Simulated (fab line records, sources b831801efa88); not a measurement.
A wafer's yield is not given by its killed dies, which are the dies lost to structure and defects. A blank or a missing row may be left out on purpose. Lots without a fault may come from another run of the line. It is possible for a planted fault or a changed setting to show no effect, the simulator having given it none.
Matching of chambers ; flow sfq line ; SFQ_TRILAYER_I2_CMP_CMP_064 on cmp-02 has 4 sister chambers
The step polishes SiO2. 8 wafers are shown with their chamber, then 7 later ones without.

## WAFERS WITH THEIR CHAMBER
wafer;chamber;motor current A (A);edge zone pressure frac
L968.3;3;10.9;1.001
L971.6;3;11.2;1.005
L974.3;0;11.7;0.996
L977.1;0;11.2;0.998
L977.2;2;10.0;1.001
L977.4;1;10.8;0.996
L986.2;2;9.7;0.999
L986.4;1;11.3;1.002

## WAFERS WHOSE CHAMBER IS MISSING
wafer;motor current A (A);edge zone pressure frac
L986.5;10.1;1.000
L988.3;10.8;1.000
L988.5;11.1;1.001
L988.6;10.9;0.996
L990.1;10.7;1.008
L990.3;10.9;1.006
L990.5;10.4;0.995

## EACH ONE'S CHAMBER
wafer;from the rows above;in truth
L986.5;2;2
L988.3;can't be placed: 1 or 3 or 0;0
L988.5;can't be placed: 1 or 3 or 0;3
L988.6;can't be placed: 1 or 0 or 3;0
L990.1;can't be placed: 3 or 1 or 2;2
L990.3;can't be placed: 3 or 1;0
L990.5;can't be placed: 2 or 1 or 3 or 0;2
1 of 7 placed correctly. Cannot be placed on the basis of these rows: 6; the candidates contain the true chamber in 5. Placed wrongly: 0.
How it was worked out, from the rows above alone: a wafer's distance from a chamber is the root of the sum, over the readings, of the square of ((its reading less the chamber's mean) divided by the reading's scatter). The wafer belongs to the nearest chamber; if the next one is less than 2 further off, it can't be placed. The mean given for a chamber averages the wafers shown for that chamber. The scatter is the square root of a quotient: the sum, over the shown wafers, of each reading's squared deviation from its chamber's mean, divided by wafers minus chambers.
